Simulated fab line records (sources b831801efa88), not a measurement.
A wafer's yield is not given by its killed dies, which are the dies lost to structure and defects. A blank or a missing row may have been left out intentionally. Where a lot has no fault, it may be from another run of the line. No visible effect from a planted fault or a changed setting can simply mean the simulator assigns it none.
fab line records + flow sky130
record
- lots=13
- wafers=37
- last_day=50
route steps=708 shown POLY_GATE@232 LDD_P@261 LDD_HVP@285 PAD_OPEN@708
lots with no fault: from the same line, run without faults
start_h: the number of hours between the record's first day and the start of the first shown wafer of the lot + wait_h: hours elapsed since this lot's preceding step + " as in the row above + L1.1+2: a single row standing in for several wafers + - no value, or no start was given + * or withheld: withheld + < > ~ a bound
route shown NAME@n: NAME is a module with steps in the file, n the number in the route of the first one + usual: the fault-free wafers' mean and standard deviation + same: alike in all rows + chamber/n: place in a boat + sites: readings site by site + _std_site: their standard deviation + _edge_site: inner sites' mean taken away from outer sites' mean + radius_mm: for every site, how far away it sits from the centre of the wafer + mask NAME#n: copy n + behind: the most recent tool/chamber to have shaped the wafer + hold: cause of the lot's hold/its duration in hours/its outcome + device: whichever transistor did not switch (one of n, p or np) + end of line: the route-end tests of the same wafers + a step without rows: its recipe alone + killed: not the wafer's yield, but the dies lost to structure and defects at the first sort + map: a wafer's dies, x killed, . not, _ none there
set.NAME: the setting as run; set.NAME@STEP: as run at that earlier step + model.NAME: the simulator's own value behind a step, which no gauge read
the route's steps for a sample of lots (tables are steps, rows are wafers)
services: a tool's chamber out of use, with start hour (start_h, from the record's first day; less than 0 if before it), hours out, and reason
## steps
# step SKY_POLY_GATE_STRIP_18
# recipe
- chemistry=O2/N2
- power_w=1400
- pressure_mtorr=1500
- platen_temp_c=withheld
- o2_flow_sccm=3000
- n2_flow_sccm=300
- overash_fraction=0.5
# usual
- drypump_motor_current_A=5.6/0.49
- oes_product_au=0.360/0.0053
- strip_time_to_endpoint_s=3.18/0.054
| lot.wafer | tool            | chamber | start_h | wait_h | drypump_motor_current_A | oes_product_au | rf_hours_counter_h | strip_time_to_endpoint_s |
|-----------|-----------------|---------|---------|--------|-------------------------|----------------|--------------------|--------------------------|
| L657.2    | plasma_asher-03 | 1       | 371.55  | 0.0    | 5.0                     | 0.357          | 67                 | 3.14                     |
| L657.3    | "               | 0       | "       | "      | 5.8                     | 0.369          | -                  | 3.24                     |
| L657.6    | "               | 0       | "       | "      | 5.8                     | 0.373          | -                  | 3.21                     |
| L658.1    | plasma_asher-04 | 0       | 415.80  | 0.0    | 5.2                     | 0.354          | 71                 | 3.18                     |
| L658.4    | "               | 1       | "       | "      | 6.5                     | 0.363          | -                  | 3.24                     |
| L658.5    | "               | 0       | "       | "      | 5.2                     | 0.363          | -                  | 3.09                     |
| L659.1    | plasma_asher-03 | 1       | 416.43  | 0.0    | 4.9                     | 0.360          | 71                 | 3.20                     |
| L659.2    | "               | 0       | "       | "      | 5.8                     | 0.357          | 71                 | 3.12                     |
| L659.4    | "               | 0       | "       | "      | 5.8                     | 0.356          | -                  | 3.23                     |
| L660.1    | plasma_asher-03 | 0       | 506.70  | 0.0    | 5.8                     | 0.347          | 7                  | 3.06                     |
| L660.2    | "               | 1       | "       | "      | 5.0                     | 0.359          | 7                  | 3.11                     |
| L660.4    | "               | 1       | "       | "      | 4.9                     | 0.363          | -                  | 3.20                     |
| L661.1    | plasma_asher-01 | 1       | 507.03  | 0.0    | 5.6                     | 0.361          | 39                 | 3.19                     |
| L661.2    | "               | 0       | "       | "      | 5.3                     | 0.357          | 39                 | 3.17                     |
| L661.6    | "               | 1       | "       | "      | 5.6                     | 0.366          | -                  | 3.21                     |
| L662.2    | plasma_asher-04 | 1       | 507.05  | 0.0    | 6.5                     | 0.362          | 80                 | 3.24                     |
| L662.3    | "               | 1       | "       | "      | 6.4                     | 0.363          | -                  | 3.22                     |
| L662.4    | "               | 0       | "       | "      | 5.2                     | 0.359          | -                  | 3.11                     |
| L665.1    | plasma_asher-01 | 0       | 507.40  | 0.0    | 5.3                     | 0.368          | 39                 | 3.20                     |
| L665.4    | "               | 1       | "       | "      | 5.6                     | 0.363          | -                  | 3.25                     |
| L665.5    | "               | 1       | "       | "      | 5.6                     | 0.365          | -                  | 3.22                     |
| L663.1    | plasma_asher-04 | 1       | 507.40  | 0.0    | 6.5                     | 0.360          | 80                 | 3.18                     |
| L663.3    | "               | 1       | "       | "      | 6.5                     | 0.362          | -                  | 3.25                     |
| L663.4    | "               | 0       | "       | "      | 5.2                     | 0.362          | -                  | 3.18                     |
| L664.1    | plasma_asher-04 | 0       | 508.33  | 0.0    | 5.2                     | 0.352          | 80                 | 3.07                     |
| L664.4    | "               | 1       | "       | "      | 6.5                     | 0.354          | -                  | 3.22                     |
| L664.5    | "               | 0       | "       | "      | 5.3                     | 0.363          | -                  | 3.12                     |
| L669.1    | plasma_asher-03 | 0       | 514.90  | 0.0    | 5.8                     | 0.351          | 8                  | 3.14                     |
| L669.3    | "               | 1       | "       | "      | 4.9                     | 0.359          | -                  | 3.23                     |
| L673.1    | plasma_asher-03 | 0       | 520.10  | 0.0    | 5.8                     | 0.360          | 9                  | 3.19                     |
| L673.5    | "               | 0       | "       | "      | 5.8                     | 0.369          | -                  | 3.26                     |
| L675.2    | plasma_asher-01 | 0       | 528.70  | 0.0    | 5.3                     | 0.361          | 41                 | 3.21                     |
| L675.5    | "               | 1       | "       | "      | 5.6                     | 0.365          | -                  | 3.15                     |
| L675.6    | "               | 0       | "       | "      | 5.3                     | 0.354          | -                  | 3.14                     |
| L678.2    | plasma_asher-03 | 1       | 549.20  | 0.0    | 4.9                     | 0.363          | 11                 | 3.18                     |
| L678.4    | "               | 1       | "       | "      | 4.9                     | 0.359          | -                  | 3.20                     |
| L678.5    | "               | 0       | "       | "      | 5.8                     | 0.365          | -                  | 3.15                     |
# step SKY_LDD_P_DEVELOP_06
# recipe
- resist=NOVOLAK
- developer=TMAH
- develop_time_s=60
- dev_temp_c=23
# usual
- resist_line_temp_C=23.00/0.12
| lot.wafer | tool           | chamber | start_h | wait_h | resist_line_temp_C |
|-----------|----------------|---------|---------|--------|--------------------|
| L657.2    | litho_track-04 | 0       | 430.57  | 0.1    | 22.92              |
| L657.3    | "              | 0       | "       | "      | 22.89              |
| L657.6    | "              | 0       | "       | "      | 22.99              |
| L658.1    | litho_track-01 | 0       | 477.81  | 0.1    | 22.93              |
| L658.4    | "              | 0       | "       | "      | 22.95              |
| L658.5    | "              | 0       | "       | "      | 23.06              |
| L659.1    | litho_track-03 | 0       | 478.10  | 0.1    | 22.95              |
| L659.2    | "              | 0       | "       | "      | 22.99              |
| L659.4    | "              | 0       | "       | "      | 22.96              |
| L660.1    | litho_track-04 | 0       | 567.20  | 0.1    | 23.01              |
| L660.2    | "              | 0       | "       | "      | 23.03              |
| L660.4    | "              | 0       | "       | "      | 23.15              |
| L661.1    | litho_track-03 | 0       | 568.00  | 0.1    | 23.06              |
| L661.2    | "              | 0       | "       | "      | 23.05              |
| L661.6    | "              | 0       | "       | "      | 23.01              |
| L665.1    | litho_track-03 | 0       | 568.90  | 0.1    | 22.92              |
| L665.4    | "              | 0       | "       | "      | 22.89              |
| L665.5    | "              | 0       | "       | "      | 23.06              |
| L662.2    | litho_track-03 | 0       | 569.83  | 0.1    | 22.93              |
| L662.3    | "              | 0       | "       | "      | 22.94              |
| L662.4    | "              | 0       | "       | "      | 23.00              |
| L663.1    | litho_track-04 | 0       | 570.20  | 0.1    | 23.28              |
| L663.3    | "              | 0       | "       | "      | 22.95              |
| L663.4    | "              | 0       | "       | "      | 22.94              |
| L664.1    | litho_track-03 | 0       | 570.70  | 0.1    | 22.89              |
| L664.4    | "              | 0       | "       | "      | 22.97              |
| L664.5    | "              | 0       | "       | "      | 23.03              |
| L669.1    | litho_track-03 | 0       | 578.10  | 0.1    | 23.00              |
| L669.3    | "              | 0       | "       | "      | 22.86              |
| L673.1    | litho_track-03 | 0       | 582.40  | 0.1    | 23.15              |
| L673.5    | "              | 0       | "       | "      | 23.02              |
| L675.2    | litho_track-01 | 0       | 593.23  | 0.1    | 22.85              |
| L675.5    | "              | 0       | "       | "      | 23.05              |
| L675.6    | "              | 0       | "       | "      | 23.00              |
| L678.2    | litho_track-04 | 0       | 609.57  | 0.1    | 23.00              |
| L678.4    | "              | 0       | "       | "      | 23.04              |
| L678.5    | "              | 0       | "       | "      | 23.06              |
# step SKY_LDD_P_CD_MEAS_07
# recipe
- target_cd_nm=380
# usual
- cd_nm=380.5/2.2
| lot.wafer | tool      | chamber | start_h | wait_h | cd_nm |
|-----------|-----------|---------|---------|--------|-------|
| L657.2    | cd_sem-01 | -       | 430.72  | 0.1    | 378.2 |
| L657.3    | "         | -       | "       | "      | 381.2 |
| L657.6    | "         | -       | "       | "      | 382.1 |
| L658.1    | cd_sem-01 | -       | 477.96  | 0.1    | 382.4 |
| L658.4    | "         | -       | "       | "      | 381.8 |
| L658.5    | "         | -       | "       | "      | 382.1 |
| L659.1    | cd_sem-01 | -       | 478.25  | 0.1    | 380.7 |
| L659.2    | "         | -       | "       | "      | 382.4 |
| L659.4    | "         | -       | "       | "      | 381.6 |
| L660.1    | cd_sem-02 | -       | 567.35  | 0.1    | 377.5 |
| L660.2    | "         | -       | "       | "      | 380.3 |
| L660.4    | "         | -       | "       | "      | 380.8 |
| L661.1    | cd_sem-02 | -       | 568.15  | 0.1    | 379.6 |
| L661.2    | "         | -       | "       | "      | 380.0 |
| L661.6    | "         | -       | "       | "      | 377.9 |
| L665.1    | cd_sem-02 | -       | 569.05  | 0.1    | 379.5 |
| L665.4    | "         | -       | "       | "      | 379.9 |
| L665.5    | "         | -       | "       | "      | 380.7 |
| L662.2    | cd_sem-01 | -       | 569.97  | 0.1    | 383.7 |
| L662.3    | "         | -       | "       | "      | 381.8 |
| L662.4    | "         | -       | "       | "      | 384.3 |
| L663.1    | cd_sem-01 | -       | 570.35  | 0.1    | 382.2 |
| L663.3    | "         | -       | "       | "      | 382.7 |
| L663.4    | "         | -       | "       | "      | 382.3 |
| L664.1    | cd_sem-02 | -       | 570.85  | 0.1    | 379.6 |
| L664.4    | "         | -       | "       | "      | 383.5 |
| L664.5    | "         | -       | "       | "      | 382.5 |
| L669.1    | cd_sem-01 | -       | 578.25  | 0.1    | 403.0 |
| L669.3    | "         | -       | "       | "      | 377.9 |
| L673.1    | cd_sem-02 | -       | 582.55  | 0.1    | 404.2 |
| L673.5    | "         | -       | "       | "      | 402.3 |
| L675.2    | cd_sem-01 | -       | 593.38  | 0.1    | 375.3 |
| L675.5    | "         | -       | "       | "      | 376.3 |
| L675.6    | "         | -       | "       | "      | 375.5 |
| L678.2    | cd_sem-01 | -       | 609.72  | 0.1    | 379.4 |
| L678.4    | "         | -       | "       | "      | 379.4 |
| L678.5    | "         | -       | "       | "      | 378.8 |
# step SKY_LDD_P_OVL_MEAS_08
# usual
- LDD_P_OVL=-0.1/1.2
| lot.wafer | tool       | chamber | start_h | wait_h | LDD_P_OVL[nm] |
|-----------|------------|---------|---------|--------|---------------|
| L657.2    | overlay-01 | -       | 430.83  | 0.1    | 1.5           |
| L657.3    | "          | -       | "       | "      | 1.5           |
| L657.6    | "          | -       | "       | "      | 0.4           |
| L658.1    | overlay-02 | -       | 478.08  | 0.1    | 0.2           |
| L658.4    | "          | -       | "       | "      | 1.2           |
| L658.5    | "          | -       | "       | "      | 0.0           |
| L659.1    | overlay-02 | -       | 478.37  | 0.1    | -0.1          |
| L659.2    | "          | -       | "       | "      | 0.8           |
| L659.4    | "          | -       | "       | "      | -1.2          |
| L660.1    | overlay-02 | -       | 567.47  | 0.1    | -0.2          |
| L660.2    | "          | -       | "       | "      | 0.0           |
| L660.4    | "          | -       | "       | "      | -1.2          |
| L661.1    | overlay-01 | -       | 568.27  | 0.1    | -1.1          |
| L661.2    | "          | -       | "       | "      | -2.3          |
| L661.6    | "          | -       | "       | "      | -1.1          |
| L665.1    | overlay-01 | -       | 569.17  | 0.1    | -0.5          |
| L665.4    | "          | -       | "       | "      | -1.2          |
| L665.5    | "          | -       | "       | "      | -1.1          |
| L662.2    | overlay-01 | -       | 570.08  | 0.1    | -1.4          |
| L662.3    | "          | -       | "       | "      | -0.7          |
| L662.4    | "          | -       | "       | "      | 1.6           |
| L663.1    | overlay-01 | -       | 570.47  | 0.1    | -0.7          |
| L663.3    | "          | -       | "       | "      | -1.8          |
| L663.4    | "          | -       | "       | "      | -1.5          |
| L664.1    | overlay-01 | -       | 570.97  | 0.1    | -0.7          |
| L664.4    | "          | -       | "       | "      | 0.9           |
| L664.5    | "          | -       | "       | "      | 0.5           |
| L669.1    | overlay-02 | -       | 578.37  | 0.1    | -0.2          |
| L669.3    | "          | -       | "       | "      | -1.1          |
| L673.1    | overlay-02 | -       | 582.67  | 0.1    | -1.7          |
| L673.5    | "          | -       | "       | "      | 0.7           |
| L675.2    | overlay-01 | -       | 593.48  | 0.1    | -0.4          |
| L675.5    | "          | -       | "       | "      | 1.2           |
| L675.6    | "          | -       | "       | "      | 0.3           |
| L678.2    | overlay-02 | -       | 609.85  | 0.1    | -0.4          |
| L678.4    | "          | -       | "       | "      | -0.9          |
| L678.5    | "          | -       | "       | "      | -0.5          |
# step SKY_LDD_HVP_OVL_MEAS_07
# usual
- LDD_HVP_OVL=-0.2/1.4
| lot.wafer | tool       | chamber | start_h | wait_h | LDD_HVP_OVL[nm] |
|-----------|------------|---------|---------|--------|-----------------|
| L657.2    | overlay-01 | -       | 491.70  | 0.1    | 1.2             |
| L657.3    | "          | -       | "       | "      | 0.9             |
| L657.6    | "          | -       | "       | "      | 1.7             |
| L658.1    | overlay-02 | -       | 537.85  | 0.1    | 1.3             |
| L658.4    | "          | -       | "       | "      | 0.5             |
| L658.5    | "          | -       | "       | "      | -0.7            |
| L659.1    | overlay-02 | -       | 538.15  | 0.1    | -0.9            |
| L659.2    | "          | -       | "       | "      | 0.4             |
| L659.4    | "          | -       | "       | "      | -0.2            |
| L660.1    | overlay-02 | -       | 625.64  | 0.1    | -0.1            |
| L660.2    | "          | -       | "       | "      | -1.2            |
| L660.4    | "          | -       | "       | "      | 1.0             |
| L661.1    | overlay-02 | -       | 626.61  | 0.1    | -1.4            |
| L661.2    | "          | -       | "       | "      | -2.5            |
| L661.6    | "          | -       | "       | "      | -1.3            |
| L665.1    | overlay-01 | -       | 628.05  | 0.1    | -4.0            |
| L665.4    | "          | -       | "       | "      | -2.6            |
| L665.5    | "          | -       | "       | "      | -1.4            |
| L662.2    | overlay-02 | -       | 628.20  | 0.1    | 1.5             |
| L662.3    | "          | -       | "       | "      | 1.0             |
| L662.4    | "          | -       | "       | "      | 1.8             |
| L663.1    | overlay-02 | -       | 628.46  | 0.1    | -3.2            |
| L663.3    | "          | -       | "       | "      | -1.5            |
| L663.4    | "          | -       | "       | "      | -0.9            |
| L664.1    | overlay-02 | -       | 628.76  | 0.1    | 1.4             |
| L664.4    | "          | -       | "       | "      | 1.2             |
| L664.5    | "          | -       | "       | "      | 0.9             |
| L669.1    | overlay-02 | -       | 637.29  | 0.1    | 0.3             |
| L669.3    | "          | -       | "       | "      | 2.8             |
| L673.1    | overlay-01 | -       | 640.01  | 0.1    | -0.9            |
| L673.5    | "          | -       | "       | "      | 0.3             |
| L675.2    | overlay-02 | -       | 651.86  | 0.1    | -0.4            |
| L675.5    | "          | -       | "       | "      | 0.6             |
| L675.6    | "          | -       | "       | "      | -1.0            |
| L678.2    | overlay-02 | -       | 667.21  | 0.1    | 1.1             |
| L678.4    | "          | -       | "       | "      | 1.5             |
| L678.5    | "          | -       | "       | "      | 0.3             |
# step SKY_PAD_OPEN_PROBE_99
# usual
- killed_at_M0_to_M3=42/7.3
- killed_at_M4_up=3.4/2
- killed_at_contacts=24/5.8
- killed_at_front_end=15/4.6
- killed_at_other=0.3/0.62
- killed_dies=84/9.8
- killed_open=47/6.9
- killed_short=38/6.3
# same
- gross_dies=492
- killed_at_back_side=0
| lot.wafer | tool      | chamber | start_h | wait_h | killed_at_M0_to_M3 | killed_at_M4_up | killed_at_contacts | killed_at_front_end | killed_at_other | killed_dies | killed_open | killed_short |
|-----------|-----------|---------|---------|--------|--------------------|-----------------|--------------------|---------------------|-----------------|-------------|-------------|--------------|
| L665.1    | prober-01 | -       | 1167.37 | 0.1    | 40                 | 4               | 25                 | 17                  | 0               | 86          | 39          | 47           |
| L665.4    | prober-01 | -       | 1167.52 | 0.2    | 28                 | 6               | 22                 | 19                  | 1               | 76          | 41          | 35           |
| L665.5    | prober-01 | -       | 1167.57 | 0.2    | 52                 | 0               | 25                 | 18                  | 0               | 95          | 50          | 45           |
| L673.5    | prober-01 | -       | 1175.77 | 0.2    | 48                 | 6               | 21                 | 14                  | 0               | 89          | 56          | 33           |
# killed by level:class
L665.1 CONTACT:geometric_particle:open=10 METAL2:geometric_particle:short=9 POLY_GATE:geometric_particle:open=7 VIA1:geometric_particle:open=7 METAL1:geometric_particle:short=6 LOCAL_INTERCONNECT:geometric_particle:short=5 CONTACT:geometric_particle:short=5 VIA1:geometric_particle:short=5
L665.4 CONTACT:geometric_particle:short=8 FIELD_ISO:geometric_particle:open=7 LI_CONTACT:geometric_particle:open=7 CONTACT:geometric_particle:open=7 POLY_GATE:geometric_particle:open=5 METAL4:geometric_particle:short=5 FIELD_ISO:geometric_particle:short=4 METAL1:geometric_particle:short=4
L665.5 VIA1:geometric_particle:open=15 POLY_GATE:geometric_particle:open=8 CONTACT:geometric_particle:open=8 VIA2:geometric_particle:open=6 POLY_GATE:geometric_particle:short=5 LI_CONTACT:geometric_particle:open=5 METAL2:geometric_particle:short=5 LOCAL_INTERCONNECT:geometric_particle:short=5
L673.5 VIA1:geometric_particle:open=15 VIA3:geometric_particle:open=9 CONTACT:geometric_particle:open=7 POLY_GATE:geometric_particle:open=6 METAL1:geometric_particle:short=6 METAL2:geometric_particle:short=6 VIA2:geometric_particle:open=6 LI_CONTACT:geometric_particle:open=4
## services
| tool            | chamber | start_h | hours | kind       |
|-----------------|---------|---------|-------|------------|
| plasma_asher-03 | -       | 361.22  | 1.5   | repair     |
| plasma_asher-04 | -       | 381.83  | 20.0  | repair     |
| plasma_asher-04 | -       | 382.02  | 2.9   | repair     |
| plasma_asher-03 | -       | 421.25  | 9.0   | pm         |
| plasma_asher-03 | 0       | 421.25  | 9.0   | vent_cycle |
| plasma_asher-03 | 1       | 421.25  | 9.0   | vent_cycle |
| plasma_asher-03 | 0       | 430.25  | -     | clean      |
| plasma_asher-03 | 1       | 430.25  | -     | clean      |
| plasma_asher-01 | -       | 476.17  | 0.9   | repair     |
| plasma_asher-04 | -       | 487.82  | 4.0   | pm         |
| plasma_asher-04 | -       | 529.23  | 0.4   | repair     |
| plasma_asher-04 | -       | 557.51  | 2.8   | pm         |
| plasma_asher-04 | -       | 579.41  | 1.6   | repair     |
## key
first_sign
- step=SKY_LDD_P_CD_MEAS_07
- reading=cd_nm
- direction=up
- sigmas=10
- usual=380.5
- struck=403.2
effect none on later readings
met_at SKY_LDD_P_DEVELOP_06
struck_lots L669,L673
struck_wafers L669.1,L673.1,L673.5
tester_left_out L669,L673
not_acting_at SKY_POLY_GATE_STRIP_18,SKY_LDD_P_OVL_MEAS_08,SKY_LDD_HVP_OVL_MEAS_07
onset_between 570.70 578.10
fault
- kind=process_parameter_drift
- tool=litho_track-03
- chamber=-
- onset_h=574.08
- steps=SKY_LDD_P_DEVELOP_06
- channel=develop_time_s
- offset=*
- shape=step
- end_h=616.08
- scope=struck_wafers_only
- acts_in=*
- stated=*
# tester_left_out: of these lots the tester's yield and bins aren't shown, on N5 and GAA mostly nor the transistor test; their killed dies are dies lost to structure and defects alone, not to doping, threshold or leakage, so they don't give the yield
